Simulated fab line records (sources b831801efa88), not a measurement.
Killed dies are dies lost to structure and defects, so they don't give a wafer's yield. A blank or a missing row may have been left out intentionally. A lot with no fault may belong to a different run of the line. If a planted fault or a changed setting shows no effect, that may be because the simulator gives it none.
fab line records	flow sky130
record lots=6	wafers=18	last_day=50
route steps=708 shown VIA2@521 METAL3@532 PAD_OPEN@708
lots that met no fault: from a run of the same line without faults
start_h: the number of hours between the record's first day and the start of the first shown wafer of the lot	wait_h: hours from the lot's prior step to this one	" identical to the entry in the row above	L1.1+2: a single row standing in for several wafers	- no value, or no start given	* or withheld: withheld	< > ~ a bound
route shown NAME@n: NAME is a module with steps in the file, n the number in the route of the first one	usual: the fault-free wafers' mean and standard deviation	same: alike in all rows	chamber/n: place in a boat	sites: readings site by site	_std_site: their standard deviation	_edge_site: mean of outer sites minus mean of inner sites	radius_mm: for every site, how far away it sits from the centre of the wafer	mask NAME#n: copy n	behind: the tool/chamber that last shaped the wafer	hold: the reason the lot was held/the length of the hold in hours/how it ended	device: whichever transistor did not switch (one of n, p or np)	end of line: tests run on the same wafers once the route is complete	a step without rows: its recipe alone	killed: not the wafer's yield, but the dies lost to structure and defects at the first sort	map: a wafer's dies, x killed, . not, _ none there
set.NAME: the setting that was run; set.NAME@STEP: the one run at that earlier step	model.NAME: the simulator's own value behind a step, which no gauge read
lots at selected steps of the route; one table per step, one row per wafer
services: when a tool's chamber went out of use (start_h, in hours from the record's first day, below 0 if earlier), for how many hours, and the reason
## steps
# step SKY_VIA2_ETCH_14
# recipe chemistry=N2/H2	target=BARC	ion_energy_ev=200	source_w=500	bias_w=100	pressure_mtorr=30	n2_flow_sccm=100	h2_flow_sccm=200	stop_on=SiO2	time_s=45.9	target_depth_a=600
# step SKY_VIA2_ETCH_15
# recipe target=SiO2	chemistry=C4F8/O2/Ar	target_depth_nm=546	stop_on=TiN	mask_material=KrF-thick	source_w=1500	bias_w=1200	pressure_mtorr=40	c4f8_flow_sccm=withheld	O2_flow_sccm=6	Ar_flow_sccm=300	time_s=84
# usual oes_product_au=0.940/0.0047	rf_fwd_power_W=1490/5.5
lot.wafer	tool	chamber	start_h	wait_h	oes_product_au	rf_fwd_power_W
L282.3	rie_diel-04	0	898.75	0.0	0.936	1492
L282.4	"	1	"	"	0.938	1491
L282.6	"	2	"	"	0.938	1490
L285.1	rie_diel-02	1	930.28	0.0	0.939	1485
L285.2	"	0	"	"	0.940	1495
L285.5	"	1	"	"	0.941	1482
L290.1	rie_diel-04	2	967.85	0.0	0.950	1491
L290.2	"	0	"	"	0.946	1492
L290.4	"	1	"	"	0.943	1487
L293.1	rie_diel-02	0	983.08	0.0	0.943	1493
L293.4	"	3	"	"	0.938	1493
L293.6	"	2	"	"	0.935	1486
L295.1	rie_diel-04	2	994.09	0.0	0.939	1491
L295.2	"	3	"	"	0.936	1489
L295.5	"	3	"	"	0.943	1487
L298.4	rie_diel-01	0	1007.83	0.0	0.940	1485
L298.5	"	2	"	"	0.940	1499
L298.6	"	1	"	"	0.939	1479
# step SKY_VIA2_STRIP_16
# recipe chemistry=O2/N2	power_w=1400	pressure_mtorr=1500	platen_temp_c=withheld	o2_flow_sccm=3000	n2_flow_sccm=300	overash_fraction=0.5
# usual drypump_motor_current_A=5.9/0.46	n2_flow_sccm=299.9/0.89	oes_product_au=0.398/0.0051	strip_time_to_endpoint_s=4.05/0.043
lot.wafer	tool	chamber	start_h	wait_h	drypump_motor_current_A	n2_flow_sccm	oes_product_au	rf_hours_counter_h	strip_time_to_endpoint_s
L282.3	plasma_asher-02	1	898.84	0.1	6.0	299.8	0.402	-	4.12
L282.4	"	0	"	"	5.8	298.5	0.404	-	4.09
L282.6	"	1	"	"	6.1	299.2	0.402	-	4.05
L285.1	plasma_asher-03	0	930.35	0.0	6.2	300.3	0.398	86	4.04
L285.2	"	1	"	"	6.2	300.4	0.393	86	4.03
L285.5	"	0	"	"	6.2	300.0	0.394	-	4.00
L290.1	plasma_asher-03	0	967.91	0.0	6.2	299.8	0.391	89	4.02
L290.2	"	1	"	"	6.2	300.5	0.395	89	4.14
L290.4	"	1	"	"	6.2	298.5	0.401	-	4.07
L293.1	plasma_asher-03	0	983.15	0.0	6.2	300.7	0.407	91	4.08
L293.4	"	1	"	"	6.2	299.8	0.395	-	4.08
L293.6	"	1	"	"	6.2	299.4	0.403	-	4.09
L295.1	plasma_asher-03	1	994.16	0.0	6.2	301.0	0.398	92	3.97
L295.2	"	0	"	"	6.2	300.3	0.394	92	4.04
L295.5	"	1	"	"	6.2	300.5	0.392	-	4.03
L298.4	plasma_asher-03	0	1007.89	0.0	6.2	298.3	0.400	-	4.12
L298.5	"	0	"	"	6.2	300.5	0.395	-	4.06
L298.6	"	1	"	"	6.2	300.3	0.395	-	4.11
# step SKY_VIA2_STRIP_17
# recipe chemistry=post_etch_residue_remover	time_s=1200	temp_c=72.5
# step SKY_VIA2_CLEAN_18
# recipe chemistry=IPA	time_s=180	temp_c=25
# step SKY_VIA2_CLEAN_19
# recipe chemistry=O3/DIW	dry=n2_spin
# step SKY_VIA2_SPUTTER_20
# recipe material=TiN	target_thk_nm=20	chamber_pressure_pa=5	power_w=4000	time_s=80
# step SKY_VIA2_CVD_21
# recipe material=W	target_thk_nm=420	time_s=126.4	temp_c=400	pressure_torr=40
# usual heater_power_w=936/120
lot.wafer	tool	chamber	start_h	wait_h	heater_power_w
L282.3	cvd_w-02	1	899.54	0.1	931
L282.4	"	0	"	"	1103
L282.6	"	0	"	"	1099
L285.1	cvd_w-01	1	931.01	0.0	777
L285.2	"	0	"	"	860
L285.5	"	0	"	"	849
L290.1	cvd_w-02	0	968.57	0.0	1125
L290.2	"	1	"	"	948
L290.4	"	0	"	"	1120
L293.1	cvd_w-02	1	983.80	0.0	912
L293.4	"	1	"	"	945
L293.6	"	1	"	"	930
L295.1	cvd_w-01	1	994.81	0.0	756
L295.2	"	0	"	"	852
L295.5	"	0	"	"	882
L298.4	cvd_w-01	0	1008.56	0.1	871
L298.5	"	0	"	"	853
L298.6	"	1	"	"	793
# step SKY_VIA2_RS_MEAS_22
# recipe thk_meas_gauge=four-point-probe	reads=W_of_VIA2_CVD_21+TiN_of_VIA2_SPUTTER_20
# usual VIA2_W_RS=0.2733/0.0027
lot.wafer	tool	chamber	start_h	wait_h	VIA2_W_RS[ohm/sq]
L282.3	film_metro-02	-	899.66	0.1	0.2715
L282.4	"	-	"	"	0.2698
L282.6	"	-	"	"	0.2721
L285.1	film_metro-02	-	931.14	0.1	0.2693
L285.2	"	-	"	"	0.2709
L285.5	"	-	"	"	0.2742
L290.1	film_metro-03	-	968.70	0.1	0.2769
L290.2	"	-	"	"	0.2738
L290.4	"	-	"	"	0.2738
L293.1	film_metro-03	-	984.06	0.2	0.2760
L293.4	"	-	"	"	0.2733
L293.6	"	-	"	"	0.2742
L295.1	film_metro-03	-	995.05	0.2	0.2754
L295.2	"	-	"	"	0.2739
L295.5	"	-	"	"	0.2717
L298.4	film_metro-02	-	1008.71	0.1	0.2706
L298.5	"	-	"	"	0.2720
L298.6	"	-	"	"	0.2700
# step SKY_VIA2_THK_MEAS_23
# recipe thk_meas_gauge=xrf	reads=W_of_VIA2_CVD_21
# usual VIA2_W_THK=427/5
lot.wafer	tool	chamber	start_h	wait_h	VIA2_W_THK[nm]
L282.3	film_metro-02	-	899.76	0.1	421
L282.4	"	-	"	"	428
L282.6	"	-	"	"	423
L285.1	film_metro-02	-	931.26	0.1	431
L285.2	"	-	"	"	430
L285.5	"	-	"	"	422
L290.1	film_metro-03	-	968.82	0.1	422
L290.2	"	-	"	"	420
L290.4	"	-	"	"	423
L293.1	film_metro-03	-	984.18	0.1	426
L293.4	"	-	"	"	428
L293.6	"	-	"	"	423
L295.1	film_metro-03	-	995.17	0.1	423
L295.2	"	-	"	"	429
L295.5	"	-	"	"	428
L298.4	film_metro-02	-	1008.80	0.1	431
L298.5	"	-	"	"	427
L298.6	"	-	"	"	433
# step SKY_VIA2_CMP_24
# recipe stop_on=SiO2	t_overpolish_s=20	down_force_psi=3.5	platen_rpm=60	target_thk_nm=0	pad_velocity_m_s=0.94248
# step SKY_METAL3_SPUTTER_00
# recipe material=Ti	target_thk_nm=15	power_w=3000	time_s=10	chamber_pressure_pa=0.4
# usual throttle_valve_pct=30.0/1
lot.wafer	tool	chamber	start_h	wait_h	throttle_valve_pct
L282.3	pvd_sputter-03	-	900.10	0.2	30.6
L282.4	"	-	"	"	30.2
L282.6	"	-	"	"	28.9
L285.1	pvd_sputter-04	-	931.62	0.2	29.4
L285.2	"	-	"	"	29.5
L285.5	"	-	"	"	29.2
L290.1	pvd_sputter-03	-	969.18	0.1	28.2
L290.2	"	-	"	"	30.1
L290.4	"	-	"	"	31.9
L293.1	pvd_sputter-02	-	984.54	0.2	30.5
L293.4	"	-	"	"	31.1
L293.6	"	-	"	"	30.1
L295.1	pvd_sputter-03	-	995.53	0.1	28.3
L295.2	"	-	"	"	29.0
L295.5	"	-	"	"	27.9
L298.4	pvd_sputter-04	-	1009.13	0.1	29.1
L298.5	"	-	"	"	28.8
L298.6	"	-	"	"	29.5
# step SKY_METAL3_SPUTTER_01
# recipe material=TiN	target_thk_nm=20	power_w=6500	time_s=16.7	chamber_pressure_pa=0.4
# usual throttle_valve_pct=30.0/1
lot.wafer	tool	chamber	start_h	wait_h	throttle_valve_pct	model.TiN_of_METAL3_SPUTTER_01.thk_nm
L282.3	pvd_sputter-03	-	900.13	0.0	30.2	19.71
L282.4	"	-	"	"	30.2	19.75
L282.6	"	-	"	"	29.1	19.78
L285.1	pvd_sputter-04	-	931.65	0.0	29.6	20.04
L285.2	"	-	"	"	29.3	20.42
L285.5	"	-	"	"	29.2	20.36
L290.1	pvd_sputter-03	-	969.20	0.0	28.3	21.82
L290.2	"	-	"	"	30.5	21.2
L290.4	"	-	"	"	31.8	21.58
L293.1	pvd_sputter-02	-	984.56	0.0	30.9	20.11
L293.4	"	-	"	"	31.1	20.24
L293.6	"	-	"	"	30.2	20.08
L295.1	pvd_sputter-03	-	995.56	0.0	28.0	21.86
L295.2	"	-	"	"	29.4	21.43
L295.5	"	-	"	"	28.2	21.72
L298.4	pvd_sputter-04	-	1009.15	0.0	29.3	20.53
L298.5	"	-	"	"	29.0	19.86
L298.6	"	-	"	"	29.6	19.86
# step SKY_METAL3_SPUTTER_02
# recipe material=AlCu	target_thk_nm=735	power_w=10600	time_s=39.1	chamber_pressure_pa=0.4
# usual throttle_valve_pct=30.0/0.98
lot.wafer	tool	chamber	start_h	wait_h	throttle_valve_pct
L282.3	pvd_sputter-03	-	900.15	0.0	30.3
L282.4	"	-	"	"	30.3
L282.6	"	-	"	"	28.9
L285.1	pvd_sputter-04	-	931.67	0.0	29.9
L285.2	"	-	"	"	29.3
L285.5	"	-	"	"	29.2
L290.1	pvd_sputter-03	-	969.23	0.0	28.2
L290.2	"	-	"	"	30.3
L290.4	"	-	"	"	31.8
L293.1	pvd_sputter-02	-	984.59	0.0	30.9
L293.4	"	-	"	"	31.5
L293.6	"	-	"	"	30.6
L295.1	pvd_sputter-03	-	995.58	0.0	28.0
L295.2	"	-	"	"	29.0
L295.5	"	-	"	"	28.2
L298.4	pvd_sputter-04	-	1009.18	0.0	29.6
L298.5	"	-	"	"	29.0
L298.6	"	-	"	"	29.3
# step SKY_PAD_OPEN_PROBE_99
# usual defect_limited_yield=82.8/2	killed_at_M0_to_M3=43/7.8	killed_at_M4_up=3.2/1.9	killed_at_contacts=24/5	killed_at_front_end=14/4.5	killed_at_other=0.2/0.41	killed_dies=84/9.6	killed_on_rim=17/3.8	killed_open=47/6.9	killed_short=38/6	sort_bin_3_pad_short=0.8/0.43	sort_bin_5_function=10.1/1.4	sort_bin_6_memory=6.3/1.1	sort_n_pass=408/9.6	sort_yield_pct=82.8/2
# same gross_dies=492	killed_at_back_side=0	sort_bin_4_leakage[%]=0	sort_bin_8_speed[%]=0
lot.wafer	tool	chamber	start_h	wait_h	defect_limited_yield[%]	killed_at_M0_to_M3	killed_at_M4_up	killed_at_contacts	killed_at_front_end	killed_at_other	killed_dies	killed_on_rim	killed_open	killed_short	sort_bin_3_pad_short[%]	sort_bin_5_function[%]	sort_bin_6_memory[%]	sort_n_pass	sort_yield_pct[%]
L285.1	prober-01	-	1139.46	0.1	83.3	36	7	23	16	0	82	13	42	40	1.0	8.9	6.7	410	83.3
L285.2	prober-01	-	1139.51	0.1	83.3	47	2	16	16	1	82	14	41	41	0.8	9.3	6.5	410	83.3
L285.5	prober-01	-	1139.66	0.2	83.3	44	2	20	16	0	82	17	46	36	0.4	11.4	4.9	410	83.3
L290.1	prober-02	-	1168.60	0.1	81.9	46	5	22	16	0	89	15	51	38	1.0	9.6	7.5	403	81.9
L290.2	prober-02	-	1168.65	0.1	83.9	43	5	17	14	0	79	17	39	40	0.8	10.0	5.3	413	83.9
L290.4	prober-02	-	1168.75	0.2	82.5	42	6	28	10	0	86	15	48	38	0.8	11.6	5.1	406	82.5
L295.1	prober-01	-	1187.67	0.1	83.1	48	2	22	10	1	83	12	49	34	0.8	9.1	6.9	409	83.1
L295.2	prober-01	-	1187.72	0.1	85.4	40	4	18	10	0	72	13	48	24	0.4	8.3	5.9	420	85.4
L295.5	prober-01	-	1187.87	0.2	82.1	40	5	30	12	1	88	11	41	47	0.8	11.8	5.3	404	82.1
# killed by level:class
L285.1 VIA1:geometric_particle:open=12 LI_CONTACT:geometric_particle:open=7 CONTACT:geometric_particle:open=6 FIELD_ISO:geometric_particle:short=5 LI_CONTACT:geometric_particle:short=5 METAL4:geometric_particle:short=5 FIELD_ISO:geometric_particle:open=4 CONTACT:geometric_particle:short=4
L285.2 VIA1:geometric_particle:open=16 METAL1:geometric_particle:short=8 METAL2:geometric_particle:short=8 FIELD_ISO:geometric_particle:short=6 LI_CONTACT:geometric_particle:open=5 CONTACT:geometric_particle:short=5 POLY_GATE:geometric_particle:short=4 METAL2:geometric_particle:open=4
L285.5 VIA1:geometric_particle:open=13 METAL2:geometric_particle:short=9 VIA2:geometric_particle:open=7 LI_CONTACT:geometric_particle:open=6 CONTACT:geometric_particle:open=6 FIELD_ISO:geometric_particle:short=5 FIELD_ISO:geometric_particle:open=5 CONTACT:geometric_particle:short=5
L290.1 VIA2:geometric_particle:open=11 LI_CONTACT:geometric_particle:open=8 VIA1:geometric_particle:open=8 METAL2:geometric_particle:short=6 LOCAL_INTERCONNECT:geometric_particle:short=5 CONTACT:geometric_particle:open=5 METAL4:geometric_particle:short=5 VIA3:geometric_particle:open=5
L290.2 VIA3:geometric_particle:open=9 VIA1:geometric_particle:open=8 FIELD_ISO:geometric_particle:short=5 LI_CONTACT:geometric_particle:open=5 CONTACT:geometric_particle:short=5 METAL2:geometric_particle:short=5 METAL4:geometric_particle:short=5 CONTACT:geometric_particle:open=4
L290.4 VIA1:geometric_particle:open=14 CONTACT:geometric_particle:open=10 VIA2:geometric_particle:open=6 LI_CONTACT:geometric_particle:open=5 METAL4:geometric_particle:short=4 VIA1:geometric_particle:short=4 LOCAL_INTERCONNECT:geometric_particle:short=4 CONTACT:geometric_particle:short=4
L295.1 VIA1:geometric_particle:open=13 LI_CONTACT:geometric_particle:open=8 VIA2:geometric_particle:open=8 METAL2:geometric_particle:short=8 CONTACT:geometric_particle:open=6 VIA3:geometric_particle:open=6 CONTACT:geometric_particle:short=5 METAL1:geometric_particle:short=5
L295.2 CONTACT:geometric_particle:open=12 VIA1:geometric_particle:open=12 VIA3:geometric_particle:open=7 FIELD_ISO:geometric_particle:short=5 VIA1:geometric_particle:short=5 METAL1:geometric_particle:short=4 LI_CONTACT:geometric_particle:open=3 VIA2:geometric_particle:open=3
L295.5 VIA1:geometric_particle:open=11 LI_CONTACT:geometric_particle:open=9 METAL1:geometric_particle:short=8 LOCAL_INTERCONNECT:geometric_particle:short=7 CONTACT:geometric_particle:short=6 VIA3:geometric_particle:open=5 CONTACT:geometric_particle:open=5 FIELD_ISO:geometric_particle:short=4
## services
tool	chamber	start_h	hours	kind
pvd_sputter-04	1	877.91	-	consumable_replace:kit
cvd_w-02	0	882.43	4.0	repair
rie_diel-02	2	882.95	8.6	repair
plasma_asher-03	-	884.50	0.3	repair
cvd_w-01	-	888.82	6.9	pm
rie_diel-02	0	889.35	3.4	repair
pvd_sputter-03	1	890.21	-	consumable_replace:kit
pvd_sputter-03	1	890.21	18.0	scheduled_down
pvd_sputter-03	1	890.21	18.0	vent_cycle
rie_diel-04	1	895.56	2.7	repair
cvd_w-01	-	904.00	14.0	pm
pvd_sputter-04	-	923.37	1.8	repair
plasma_asher-03	-	930.92	2.9	repair
cvd_w-01	-	932.68	0.5	repair
cvd_w-02	0	977.91	9.5	repair
pvd_sputter-04	-	978.23	4.6	repair
rie_diel-01	2	982.58	4.0	repair
rie_diel-01	1	984.18	3.6	repair
cvd_w-02	-	984.61	0.4	repair
pvd_sputter-04	-	993.71	3.4	repair
pvd_sputter-02	-	998.61	5.5	repair
rie_diel-01	3	999.13	9.9	repair
rie_diel-02	-	1001.13	0.4	repair
rie_diel-04	-	1007.34	0.8	repair
## key
first_sign none at tools or gauges
model_effect step=SKY_METAL3_SPUTTER_01	value=TiN_of_METAL3_SPUTTER_01.thk_nm	without=20.08	struck=21.6
met_at SKY_METAL3_SPUTTER_01
struck_wafers L290.1,L290.2,L290.4,L295.1,L295.2,L295.5
onset_between 900.13 969.20
also_fits SKY_VIA2_ETCH_15:rie_diel-04,SKY_METAL3_SPUTTER_00:pvd_sputter-03
fault kind=process_parameter_drift	tool=pvd_sputter-03	chamber=-	onset_h=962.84	steps=SKY_METAL3_SPUTTER_01	channel=time_s	offset=*	shape=step	end_h=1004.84	acts_in=*	stated=*
